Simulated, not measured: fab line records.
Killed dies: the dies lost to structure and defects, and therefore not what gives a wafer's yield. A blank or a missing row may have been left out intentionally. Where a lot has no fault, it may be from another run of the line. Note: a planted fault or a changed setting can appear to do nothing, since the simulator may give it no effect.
fab line records | flow gf180mcu | part 1 of 2: steps 1 to 26 of 36
record: lots: 5 wafers: 15 last-day: 33
route steps=602 shown V5@550 TOP_METAL@567
lots with no fault: from the same line, run without faults
start-h: hours from the record's first day to the start of the lot's first wafer shown | wait-h: hours from the lot's prior step to this one | " same as the row above | L1.1+2: several wafers, shown together as one row | - value missing, or start not given | * or withheld: withheld | < > ~ a bound
route shown NAME@n: NAME is a module with steps in the file, n the number in the route of the first one | usual: mean/standard deviation of fault-free wafers | same: alike in all rows | chamber/n: place in a boat | sites: the reading at each site | _std_site: the standard deviation of these | _edge_site: mean of outer sites minus mean of inner sites | radius-mm: how far each site lies from the wafer's centre | mask NAME#n: copy n | behind: tool/chamber where the wafer was last shaped | hold: reason for holding the lot/hours on hold/outcome of the hold | device: the n, p or np transistor that did not switch | end of line: tests run on the same wafers once the route is complete | for a step that has no rows: nothing shown but its recipe | killed: dies that structure and defects cost at the first sort, which is not the same as the wafer's yield | map: per-die view of a wafer (x killed, . not killed, _ where there is no die)
set.NAME: the setting as run; set.NAME@STEP: as run at that earlier step | model.NAME: the simulator's own value behind a step, which no gauge read
certain route steps with their lots: each step a table, each wafer a row
services: from which hour (start-h, from the record's first day; less than 0 if before it) a tool's chamber was out of use, for how many hours, and why
== steps ==
step: GF_V5_SOFTBAKE_10
recipe: temp-c: 130 time-s: 60 resist: KrF
columns lot.wafer tool chamber start-h wait-h
L077.1+2+4 litho-track-01 0 - -
L078.1+2+5 litho-track-01 0 - -
L082.2+3+5 litho-track-03 0 - -
L085.1+3+5 litho-track-01 0 - -
L091.1+3+5 litho-track-02 0 - -
step: GF_V5_EXPOSE_11
recipe: mask-id: Via5 target-cd-nm: 260 na: 0.68 source-shape: conventional sigma-outer: 0.6 dose-mj: 38
same: na: 0.68
columns lot.wafer tool chamber start-h wait-h mask
L077.1+2+4 krf-scanner-01 0 - - Via5#0
L078.1+2+5 krf-scanner-02 0 - - Via5#0
L082.2+3+5 krf-scanner-01 0 - - Via5#0
L085.1+3+5 krf-scanner-02 0 - - Via5#0
L091.1+3+5 krf-scanner-02 0 - - Via5#0
step: GF_V5_PEB_12
recipe: peb-temp-c: 135 peb-time-s: 90 resist: KrF
columns lot.wafer tool chamber start-h wait-h
L077.1+2+4 litho-track-02 0 - -
L078.1+2+5 litho-track-01 0 - -
L082.2+3+5 litho-track-03 0 - -
L085.1+3+5 litho-track-01 0 - -
L091.1+3+5 litho-track-03 0 - -
step: GF_V5_DEVELOP_13
recipe: develop-time-s: 60 resist: KrF dev-temp-c: 21
usual: developer-temp-C: 21.03/0.11
columns lot.wafer tool chamber start-h wait-h developer-temp-C
L077.1 litho-track-02 0 655.08 0.2 21.11
L077.2 " 0 " " 21.09
L077.4 " 0 " " 21.19
L078.1 litho-track-01 0 661.12 0.2 21.00
L078.2 " 0 " " 21.18
L078.5 " 0 " " 21.01
L082.2 litho-track-03 0 685.90 0.2 20.96
L082.3 " 0 " " 21.01
L082.5 " 0 " " 20.89
L085.1 litho-track-01 0 714.47 0.2 21.00
L085.3 " 0 " " 20.97
L085.5 " 0 " " 21.08
L091.1 litho-track-03 0 745.88 0.2 21.09
L091.3 " 0 " " 21.15
L091.5 " 0 " " 21.16
step: GF_V5_CD_MEAS_14
recipe: target-cd-nm: 260
usual: cd-nm: 259.8/1.3
columns lot.wafer tool chamber start-h wait-h cd-nm
L077.1 cd-sem-01 - 655.23 0.1 259.0
L077.2 " - " " 258.7
L077.4 " - " " 259.0
L078.1 cd-sem-01 - 661.27 0.1 258.4
L078.2 " - " " 258.9
L078.5 " - " " 259.5
L082.2 cd-sem-02 - 686.05 0.1 259.7
L082.3 " - " " 259.1
L082.5 " - " " 260.0
L085.1 cd-sem-02 - 714.62 0.1 261.7
L085.3 " - " " 260.7
L085.5 " - " " 259.5
L091.1 cd-sem-02 - 746.03 0.1 260.1
L091.3 " - " " 259.9
L091.5 " - " " 260.1
step: GF_V5_OVL_MEAS_15
usual: V5_OVL: -1/5.6
columns lot.wafer tool chamber start-h wait-h V5_OVL[nm]
L077.1 overlay-01 - 655.35 0.1 -4
L077.2 " - " " -3
L077.4 " - " " -4
L078.1 overlay-02 - 661.39 0.1 -1
L078.2 " - " " -2
L078.5 " - " " -1
L082.2 overlay-01 - 686.15 0.1 -7
L082.3 " - " " -4
L082.5 " - " " -1
L085.1 overlay-02 - 714.74 0.1 2
L085.3 " - " " 0
L085.5 " - " " 0
L091.1 overlay-02 - 746.15 0.1 -1
L091.3 " - " " 2
L091.5 " - " " 10
step: GF_V5_ETCH_16
recipe: chemistry: N2/H2 target-depth-a: withheld overetch-a: withheld time-s: withheld target: BARC ion-energy-ev: 200 source-w: 500 bias-w: 100 pressure-mtorr: 30 n2-flow-sccm: 100 h2-flow-sccm: 200
usual: drypump-motor-current-A: 5.5/0.42 oes-product-au: 0.855/0.0047 throttle-valve-pct: 13.225/0.01
columns lot.wafer tool chamber start-h wait-h drypump-motor-current-A oes-product-au throttle-valve-pct
L077.1 rie-diel-04 0 655.39 0.0 5.4 0.858 13.220
L077.2 " 3 " " 5.4 0.856 13.222
L077.4 " 1 " " 6.2 0.862 13.234
L078.1 rie-diel-04 0 661.43 0.0 5.4 0.860 13.231
L078.2 " 3 " " 5.4 0.852 13.227
L078.5 " 3 " " 5.4 0.853 13.240
L082.2 rie-diel-02 0 686.18 0.0 5.8 0.849 13.221
L082.3 " 3 " " 5.9 0.851 13.228
L082.5 " 3 " " 5.9 0.858 13.241
L085.1 rie-diel-04 1 714.78 0.0 6.2 0.854 13.240
L085.3 " 3 " " 5.4 0.858 13.229
L085.5 " 0 " " 5.4 0.862 13.233
L091.1 rie-diel-02 0 746.18 0.0 5.9 0.849 13.225
L091.3 " 1 " " 5.6 0.842 13.218
L091.5 " 0 " " 5.8 0.853 13.224
step: GF_V5_ETCH_17
recipe: chemistry: C4F8/O2/Ar mask-material: KrF target: SiO2 stop-on: TiN source-w: 1500 bias-w: 1200 pressure-mtorr: 40 c4f8-flow-sccm: withheld O2_flow_sccm: 6 Ar_flow_sccm: 300 time-s: withheld target-depth-a: 8550
usual: oes-product-au: 0.861/0.0047
columns lot.wafer tool chamber start-h wait-h oes-product-au
L077.1 rie-diel-04 0 - - 0.854
L077.2 " 3 " " 0.862
L077.4 " 1 " " 0.860
L078.1 rie-diel-04 0 - - 0.854
L078.2 " 3 " " 0.864
L078.5 " 3 " " 0.861
L082.2 rie-diel-02 0 - - 0.859
L082.3 " 3 " " 0.864
L082.5 " 3 " " 0.864
L085.1 rie-diel-04 1 - - 0.863
L085.3 " 3 " " 0.859
L085.5 " 0 " " 0.859
L091.1 rie-diel-02 0 - - 0.859
L091.3 " 1 " " 0.864
L091.5 " 0 " " 0.858
step: GF_V5_STRIP_18
recipe: chemistry: O2/N2 power-w: 1400 pressure-mtorr: 1500 platen-temp-c: 250 o2-flow-sccm: 3000 n2-flow-sccm: 300 overash-fraction: 0.5
usual: drypump-motor-current-A: 5.6/0.44 heater-power-w: 324/20 oes-product-au: 0.569/0.006
columns lot.wafer tool chamber start-h wait-h drypump-motor-current-A heater-power-w oes-product-au rf-hours-counter-h
L077.1 plasma-asher-02 1 655.54 - 5.2 307 0.568 84
L077.2 " 0 " " 5.3 333 0.574 84
L077.4 " 0 " " 5.2 338 0.569 -
L078.1 plasma-asher-02 1 661.58 - 5.2 308 0.570 85
L078.2 " 0 " " 5.3 336 0.575 85
L078.5 " 1 " " 5.2 313 0.565 -
L082.2 plasma-asher-02 0 686.34 - 5.2 335 0.573 87
L082.3 " 1 " " 5.2 305 0.583 -
L082.5 " 1 " " 5.2 303 0.586 -
L085.1 plasma-asher-02 1 714.93 - 5.1 313 0.572 91
L085.3 " 0 " " 5.2 331 0.571 -
L085.5 " 1 " " 5.2 311 0.566 -
L091.1 plasma-asher-03 0 746.34 - 6.6 309 0.576 0
L091.3 " 1 " " 5.4 351 0.568 -
L091.5 " 1 " " 5.4 353 0.568 -
step: GF_V5_STRIP_19
recipe: chemistry: post-etch-residue-remover time-s: 1200 temp-c: 72.5
usual: bath-guard-temp-C: 72.0/0.44
columns lot.wafer tool chamber start-h wait-h bath-guard-temp-C
L077.1 wet-bench-01 3 655.64 0.1 72.7
L077.2 " 3 " " 72.1
L077.4 " 3 " " 72.4
L078.1 wet-bench-03 3 661.68 0.1 72.1
L078.2 " 3 " " 72.1
L078.5 " 3 " " 71.9
L082.2 wet-bench-03 3 686.44 0.1 71.9
L082.3 " 3 " " 72.0
L082.5 " 3 " " 71.8
L085.1 wet-bench-03 0 715.03 0.1 71.9
L085.3 " 0 " " 72.3
L085.5 " 0 " " 71.9
L091.1 wet-bench-01 3 746.44 0.1 72.3
L091.3 " 3 " " 72.4
L091.5 " 3 " " 72.1
step: GF_V5_CLEAN_20
recipe: chemistry: DIW dry: n2-spin
columns lot.wafer tool chamber start-h wait-h
L077.1+2+4 wet-bench-03 0 655.98 0.0
L078.1+2+5 wet-bench-04 0 662.02 0.0
L082.2+3+5 wet-bench-01 1 686.78 0.0
L085.1+3+5 wet-bench-04 1 715.40 0.0
L091.1+3+5 wet-bench-03 1 746.78 0.0
step: GF_V5_SPUTTER_21
recipe: material: Ti target-thk-nm: 15 chamber-pressure-pa: 5 power-w: 2500 substrate-temp-c: 200 time-s: 80.02
usual: chamber-pressure-pa: 5.000/0.0097 throttle-valve-pct: 29.8/1
columns lot.wafer tool chamber start-h wait-h chamber-pressure-pa throttle-valve-pct
L077.1 pvd-sputter-02 - 656.07 0.0 4.990 30.4
L077.2 " - " " 5.011 28.9
L077.4 " - " " 5.019 30.2
L078.1 pvd-sputter-02 - 662.12 0.0 4.986 30.0
L078.2 " - " " 5.004 30.2
L078.5 " - " " 5.008 30.1
L082.2 pvd-sputter-03 - 686.87 0.0 4.994 27.7
L082.3 " - " " 5.003 30.2
L082.5 " - " " 4.999 31.1
L085.1 pvd-sputter-02 - 715.50 0.0 5.000 29.0
L085.3 " - " " 4.990 30.0
L085.5 " - " " 4.993 30.4
L091.1 pvd-sputter-04 - 746.87 0.0 4.993 31.4
L091.3 " - " " 5.005 28.5
L091.5 " - " " 5.020 30.2
step: GF_V5_SPUTTER_22
recipe: material: TiN target-thk-nm: 10 chamber-pressure-pa: 5 power-w: 4000 time-s: 40
usual: chamber-pressure-pa: 4.999/0.0089 throttle-valve-pct: 29.8/1.1
columns lot.wafer tool chamber start-h wait-h chamber-pressure-pa throttle-valve-pct
L077.1 pvd-sputter-02 - 656.13 0.0 4.999 30.3
L077.2 " - " " 4.992 28.9
L077.4 " - " " 5.004 30.0
L078.1 pvd-sputter-02 - 662.18 0.0 4.997 30.2
L078.2 " - " " 4.992 30.0
L078.5 " - " " 4.991 30.0
L082.2 pvd-sputter-03 - 686.93 0.0 4.980 27.6
L082.3 " - " " 5.011 30.4
L082.5 " - " " 4.993 31.2
L085.1 pvd-sputter-02 - 715.56 0.0 4.984 29.1
L085.3 " - " " 4.998 30.0
L085.5 " - " " 5.008 30.7
L091.1 pvd-sputter-04 - 746.93 0.0 5.009 31.5
L091.3 " - " " 5.017 28.2
L091.5 " - " " 5.000 30.0
step: GF_V5_CVD_23
recipe: material: W target-thk-nm: 350 time-s: 104.9 temp-c: 400 pressure-torr: 40
usual: heater-power-w: 863/78
columns lot.wafer tool chamber start-h wait-h heater-power-w
L077.1 cvd-w-01 0 656.17 0.0 771
L077.2 " 1 " " 861
L077.4 " 0 " " 771
L078.1 cvd-w-01 0 662.22 0.0 784
L078.2 " 1 " " 869
L078.5 " 1 " " 878
L082.2 cvd-w-01 1 686.97 0.0 883
L082.3 " 1 " " 901
L082.5 " 1 " " 876
L085.1 cvd-w-02 0 715.60 0.0 999
L085.3 " 0 " " 983
L085.5 " 1 " " 845
L091.1 cvd-w-01 0 746.97 0.0 746
L091.3 " 0 " " 759
L091.5 " 1 " " 861
step: GF_V5_RS_MEAS_24
recipe: thk-meas-gauge: four-point-probe reads: W_of_V5_CVD_23+TiN_of_V5_SPUTTER_22+Ti_of_V5_SPUTTER_21
usual: V5_W_RS: 0.328/0.0035
columns lot.wafer tool chamber start-h wait-h V5_W_RS[ohm/sq]
L077.1 film-metro-02 - 656.28 0.1 0.329
L077.2 " - " " 0.330
L077.4 " - " " 0.325
L078.1 film-metro-02 - 662.33 0.1 0.322
L078.2 " - " " 0.331
L078.5 " - " " 0.329
L082.2 film-metro-04 - 687.10 0.1 0.330
L082.3 " - " " 0.327
L082.5 " - " " 0.327
L085.1 film-metro-04 - 715.72 0.1 0.325
L085.3 " - " " 0.324
L085.5 " - " " 0.325
L091.1 film-metro-03 - 747.08 0.1 0.329
L091.3 " - " " 0.328
L091.5 " - " " 0.324
step: GF_V5_THK_MEAS_25
recipe: thk-meas-gauge: xrf reads: W_of_V5_CVD_23
usual: V5_W_THK: 345/5.6
columns lot.wafer tool chamber start-h wait-h V5_W_THK[nm]
L077.1 film-metro-02 - 656.40 0.1 334
L077.2 " - " " 336
L077.4 " - " " 343
L078.1 film-metro-02 - 662.45 0.1 344
L078.2 " - " " 334
L078.5 " - " " 338
L082.2 film-metro-04 - 687.21 0.1 345
L082.3 " - " " 346
L082.5 " - " " 346
L085.1 film-metro-04 - 715.84 0.1 352
L085.3 " - " " 354
L085.5 " - " " 349
L091.1 film-metro-03 - 747.20 0.1 346
L091.3 " - " " 346
L091.5 " - " " 350
step: GF_V5_CMP_26
recipe: stop-on: SiO2 down-force-psi: 3.5 platen-rpm: 60 t-overpolish-s: 15 target-thk-nm: 0 pad-velocity-m-s: 0.94248
usual: motor-current-A: 11.4/1.2 overpolish-run-s: 15.000/0.0092 time-to-endpoint-s: 88/4.6
columns lot.wafer tool chamber start-h wait-h motor-current-A overpolish-run-s time-to-endpoint-s
L077.1 cmp-01 0 656.46 0.1 11.6 14.996 79
L077.2 " 1 " " 11.2 15.004 88
L077.4 " 3 " " 13.0 14.982 97
L078.2 cmp-01 3 662.61 0.1 12.6 14.998 94
L078.1 " 0 " " 12.3 15.019 84
L078.5 " 1 " " 10.7 14.984 86
L082.3 cmp-01 2 687.43 0.2 10.0 14.993 91
L082.2 " 3 " " 13.0 14.995 93
L082.5 " 2 " " 9.9 15.005 91
L085.1 cmp-02 2 715.90 0.1 10.9 15.002 88
L085.3 " 0 " " 12.8 14.988 90
L085.5 " 3 " " 12.5 15.015 95
L091.3 cmp-01 0 747.31 0.1 12.6 15.007 80
L091.1 " 1 " " 11.3 14.995 89
L091.5 " 3 " " 12.6 15.004 93
step: GF_TOP_METAL_SPUTTER_00
recipe: material: Ti target-thk-nm: 37.5 arriving-ion-energy-ev: 80 substrate-temp-c: 200 chamber-pressure-pa: 2 power-w: 4000 time-s: 150
usual: chamber-pressure-pa: 1.999/0.0042 throttle-valve-pct: 30.0/1
columns lot.wafer tool chamber start-h wait-h chamber-pressure-pa throttle-valve-pct
L077.1 pvd-sputter-02 - 656.76 0.2 2.001 30.5
L077.2 " - " " 1.997 30.1
L077.4 " - " " 1.994 29.1
L078.1 pvd-sputter-01 - 662.81 0.1 1.994 29.9
L078.2 " - " " 2.000 30.0
L078.5 " - " " 1.994 30.0
L082.2 pvd-sputter-01 - 687.68 0.1 1.996 31.5
L082.3 " - " " 1.997 29.9
L082.5 " - " " 2.002 31.7
L085.1 pvd-sputter-03 - 716.20 0.2 1.999 30.6
L085.3 " - " " 2.001 27.5
L085.5 " - " " 2.001 31.2
L091.1 pvd-sputter-02 - 747.56 0.1 2.001 30.2
L091.3 " - " " 1.994 28.9
L091.5 " - " " 1.992 28.8
step: GF_TOP_METAL_SPUTTER_01
recipe: material: TiN target-thk-nm: 30 power-w: 6500 time-s: 25 chamber-pressure-pa: 0.4
usual: chamber-pressure-pa: 0.4001/0.00084 throttle-valve-pct: 30.0/0.99
columns lot.wafer tool chamber start-h wait-h chamber-pressure-pa throttle-valve-pct
L077.1 pvd-sputter-02 - 656.86 0.1 0.4001 30.3
L077.2 " - " " 0.3991 30.2
L077.4 " - " " 0.3998 29.1
L078.1 pvd-sputter-01 - 662.91 0.1 0.3981 29.5
L078.2 " - " " 0.4010 30.0
L078.5 " - " " 0.4011 29.8
L082.2 pvd-sputter-01 - 687.78 0.1 0.4014 31.8
L082.3 " - " " 0.3991 29.5
L082.5 " - " " 0.4011 31.4
L085.1 pvd-sputter-03 - 716.30 0.1 0.3988 30.3
L085.3 " - " " 0.4012 27.5
L085.5 " - " " 0.3989 31.1
L091.1 pvd-sputter-02 - 747.66 0.1 0.4001 30.4
L091.3 " - " " 0.4008 29.2
L091.5 " - " " 0.4011 29.3
step: GF_TOP_METAL_SPUTTER_02
recipe: material: AlCu target-thk-nm: 900 power-w: 10600 chamber-pressure-pa: 0.3 substrate-temp-c: 250 gas: Ar time-s: 47.82
usual: chamber-pressure-pa: 0.2999/0.00059 throttle-valve-pct: 29.9/1
columns lot.wafer tool chamber start-h wait-h chamber-pressure-pa throttle-valve-pct
L077.1 pvd-sputter-02 - 656.90 0.0 0.2993 30.5
L077.2 " - " " 0.2994 30.0
L077.4 " - " " 0.2994 29.2
L078.1 pvd-sputter-01 - 662.95 0.0 0.2999 29.7
L078.2 " - " " 0.3001 29.9
L078.5 " - " " 0.3003 29.9
L082.2 pvd-sputter-01 - 687.82 0.0 0.3000 31.8
L082.3 " - " " 0.2999 29.8
L082.5 " - " " 0.2993 31.7
L085.1 pvd-sputter-03 - 716.33 0.0 0.3000 30.2
L085.3 " - " " 0.3000 27.5
L085.5 " - " " 0.2992 31.1
L091.1 pvd-sputter-02 - 747.69 0.0 0.3005 30.0
L091.3 " - " " 0.3009 29.1
L091.5 " - " " 0.2995 28.8
step: GF_TOP_METAL_SPUTTER_03
recipe: material: Ti target-thk-nm: 5 substrate-temp-c: 300 chamber-pressure-pa: 0.3 power-w: 3000 time-s: 3.3
usual: chamber-pressure-pa: 0.3000/0.00057 throttle-valve-pct: 30.0/0.98
columns lot.wafer tool chamber start-h wait-h chamber-pressure-pa throttle-valve-pct
L077.1 pvd-sputter-02 - 656.94 0.0 0.2989 30.4
L077.2 " - " " 0.3004 30.4
L077.4 " - " " 0.2999 29.2
L078.1 pvd-sputter-01 - 662.99 0.0 0.2992 29.7
L078.2 " - " " 0.3005 29.9
L078.5 " - " " 0.3006 29.6
L082.2 pvd-sputter-01 - 687.86 0.0 0.3001 31.7
L082.3 " - " " 0.3002 30.0
L082.5 " - " " 0.2999 31.8
L085.1 pvd-sputter-03 - 716.37 0.0 0.2999 30.3
L085.3 " - " " 0.3003 27.5
L085.5 " - " " 0.2999 31.0
L091.1 pvd-sputter-02 - 747.74 0.0 0.3005 30.1
L091.3 " - " " 0.3003 29.1
L091.5 " - " " 0.2992 29.3
step: GF_TOP_METAL_SPUTTER_04
recipe: material: TiN target-thk-nm: 25 power-w: 6500 time-s: 20.8 chamber-pressure-pa: 0.4
usual: chamber-pressure-pa: 0.4000/0.00084 throttle-valve-pct: 29.9/0.98
columns lot.wafer tool chamber start-h wait-h chamber-pressure-pa throttle-valve-pct
L077.1 pvd-sputter-02 - 656.96 0.0 0.4002 30.5
L077.2 " - " " 0.3995 30.2
L077.4 " - " " 0.4023 29.2
L078.1 pvd-sputter-01 - 663.01 0.0 0.3990 29.7
L078.2 " - " " 0.4005 29.9
L078.5 " - " " 0.3986 29.9
L082.2 pvd-sputter-01 - 687.88 0.0 0.3991 31.8
L082.3 " - " " 0.4012 30.0
L082.5 " - " " 0.3991 31.5
L085.1 pvd-sputter-03 - 716.39 0.0 0.4002 30.6
L085.3 " - " " 0.4000 27.7
L085.5 " - " " 0.4004 31.1
L091.1 pvd-sputter-02 - 747.75 0.0 0.4004 30.1
L091.3 " - " " 0.4006 29.1
L091.5 " - " " 0.3992 28.9
step: GF_TOP_METAL_RS_MEAS_05
recipe: thk-meas-gauge: four-point-probe reads: TiN_of_TOP_METAL_SPUTTER_04+Ti_of_TOP_METAL_SPUTTER_03+AlCu_of_TOP_METAL_SPUTTER_02+TiN_of_TOP_METAL_SPUTTER_01+Ti_of_TOP_METAL_SPUTTER_00
usual: TOP_METAL_ALCU_RS: 0.0327/0.00045
columns lot.wafer tool chamber start-h wait-h TOP_METAL_ALCU_RS[ohm/sq]
L077.1 film-metro-03 - 656.99 0.0 0.0328
L077.2 " - " " 0.0330
L077.4 " - " " 0.0320
L078.1 film-metro-03 - 663.04 0.0 0.0333
L078.2 " - " " 0.0328
L078.5 " - " " 0.0325
L082.2 film-metro-02 - 687.93 0.0 0.0334
L082.3 " - " " 0.0331
L082.5 " - " " 0.0331
L085.1 film-metro-02 - 716.42 0.0 0.0324
L085.3 " - " " 0.0328
L085.5 " - " " 0.0332
L091.1 film-metro-03 - 747.78 0.0 0.0326
L091.3 " - " " 0.0321
L091.5 " - " " 0.0325
step: GF_TOP_METAL_THK_MEAS_06
recipe: thk-meas-gauge: xrf reads: AlCu_of_TOP_METAL_SPUTTER_02
usual: TOP_METAL_ALCU_THK: 901/14
columns lot.wafer tool chamber start-h wait-h TOP_METAL_ALCU_THK[nm]
L077.1 film-metro-03 - 657.11 0.1 895
L077.2 " - " " 888
L077.4 " - " " 916
L078.1 film-metro-03 - 663.16 0.1 877
L078.2 " - " " 897
L078.5 " - " " 909
L082.2 film-metro-02 - 688.04 0.1 888
L082.3 " - " " 896
L082.5 " - " " 893
L085.1 film-metro-02 - 716.54 0.1 911
L085.3 " - " " 895
L085.5 " - " " 894
L091.1 film-metro-03 - 747.90 0.1 901
L091.3 " - " " 912
L091.5 " - " " 910
step: GF_TOP_METAL_DEHYDRATE_07
recipe: temp-c: 200 time-s: 60
columns lot.wafer tool chamber start-h wait-h
L077.1+2+4 litho-track-04 0 665.87 8.8
L078.1+2+5 litho-track-04 0 672.52 9.4
L082.2+3+5 litho-track-04 0 696.79 8.7
L085.1+3+5 litho-track-03 0 724.43 7.9
L091.1+3+5 litho-track-01 0 755.17 7.3
step: GF_TOP_METAL_HMDS_08
recipe: prime-time-s: 60 prime-temp-c: 120
columns lot.wafer tool chamber start-h wait-h
L077.1+2+4 litho-track-04 0 666.02 0.1
L078.1+2+5 litho-track-04 0 672.67 0.1
L082.2+3+5 litho-track-04 0 696.94 0.1
L085.1+3+5 litho-track-03 0 724.58 0.1
L091.1+3+5 litho-track-01 0 755.32 0.1
